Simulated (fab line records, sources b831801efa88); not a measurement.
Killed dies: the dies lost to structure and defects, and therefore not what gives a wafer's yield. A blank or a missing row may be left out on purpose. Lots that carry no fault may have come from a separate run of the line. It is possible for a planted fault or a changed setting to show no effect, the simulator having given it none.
A lot that was struck, set against a sound lot | flow sky130 | 25 steps out of a route of 708
Sound: these wafers, L259.1, L259.2, L259.4. Struck: wafers L264.2, L264.4, L264.5. Last of all comes the cause.
At each step with rows: each side's tool, then ch and its chambers, then its first start. Under that, the readings that differ: sound wafers | struck wafers | difference of the means | sigmas: that difference in standard deviations of wafers without a fault.
alike: readings whose means differ by less than 2 such deviations, and words and numbers that are the same on both sides. not compared: withheld readings, readings that some wafer has no value for, bounds like >300 that may hide the same value, and numbers for which the record gives no deviation and whose values overlap.
A row with sigmas, a row that says differs or no value, or rows on one side alone: a step with any of these is where the two part. Numbers that don't overlap but have no deviation are shown without sigmas and don't part them. Lack of a reading on every wafer of one side parts them only where that side has two or more wafers.

first, 9 steps without rows for these wafers: SKY_SD_P_IMPLANT_09; SKY_SD_P_STRIP_10 (strips in O2/N2); SKY_RES_XHIGH_DEHYDRATE_00 (time 60 s); SKY_RES_XHIGH_HMDS_01 (prime time 60 s); SKY_RES_XHIGH_COAT_02 (resist thk 1140 nm); SKY_RES_XHIGH_SOFTBAKE_03 (time 60 s); SKY_RES_XHIGH_EXPOSE_04 (exposes mask URPM, target cd 1270 nm); SKY_RES_XHIGH_PEB_05; SKY_RES_XHIGH_DEVELOP_06 (develop time 60 s).
SKY_RES_XHIGH_IMPLANT_07:
  sound on implanter-02 ch 0, day 29 10:43; struck on implanter-02 ch 0, day 31 02:40
  reading       | sound                         | struck                        | difference | sigmas
  dose ions cm2 | 3.603e+14 3.596e+14 3.601e+14 | 3.906e+14 3.909e+14 3.908e+14 | +3.077e+13 | +85
then, 1 step without rows for these wafers: SKY_RES_XHIGH_STRIP_08 (strips in O2/N2).
SKY_RES_XHIGH_TW_MEAS_09:
  sound on film metro-03, day 29 10:59; struck on film metro-04, day 31 03:08
  reading      | sound          | struck         | difference | sigmas
  RES_XHIGH_TW | 1652 1645 1650 | 1695 1705 1700 | +51        | +5
  not compared: hold
then, 11 steps without rows for these wafers: SKY_SD_N_HMDS_01 (prime time 60 s); SKY_SD_N_COAT_02 (resist thk 1140 nm); SKY_SD_N_SOFTBAKE_03 (time 60 s); SKY_SD_N_EXPOSE_04 (exposes mask NSDM, target cd 380 nm); SKY_SD_N_PEB_05; SKY_SD_N_DEVELOP_06 (develop time 60 s); SKY_SD_N_IMPLANT_09; SKY_SD_N_IMPLANT_10; SKY_SD_N_STRIP_11 (strips in O2/N2); SKY_SD_N_CLEAN_13 (cleans in SC1/SC2, time 150 s); SKY_SD_N_RTA_14 (time 2 s).
SKY_SD_N_RS_MEAS_18: measures by four-point-probe.
  sound on film metro-01, day 30 16:44; struck on film metro-03, day 32 07:01
  reading               | sound             | struck            | difference | sigmas
  RES_XHIGH_RS (ohm/sq) | 333.6 334.6 335.0 | 310.3 309.9 310.4 | -24.2      | -20
  not compared: hold
-- here the record skips 17 days between the struck wafers' starts before and after, leaving off in module SD_N and picking up in module PAD_OPEN (first step shown: number 708 of the route) --
SKY_PAD_OPEN_PROBE_99:
  sound on prober-01, day 47 22:23; struck on prober-02, day 49 00:10
  reading                              | sound          | struck         | difference | sigmas
  killed at other                      | 0 0 0          | 1 1 1          | +1         | +2
  model.etest.res xhigh po.line ohm um | 5755 5902 5926 | 5014 5014 4967 | -863       |
  model.etest.res xhigh po.rs ohm sq   | 2046 2042 2052 | 1724 1782 1727 | -302       |
  alike: killed_at_M0_to_M3, killed_at_M4_up, killed at contacts, killed at front end, killed dies, killed open, killed short

== WHERE THEY PART ==
Earliest at SKY_RES_XHIGH_IMPLANT_07; latest, in this record, at SKY_PAD_OPEN_PROBE_99.

WHY: the cause the simulator had injected
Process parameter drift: implanter-02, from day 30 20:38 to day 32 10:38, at SKY_RES_XHIGH_IMPLANT_07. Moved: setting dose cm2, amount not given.
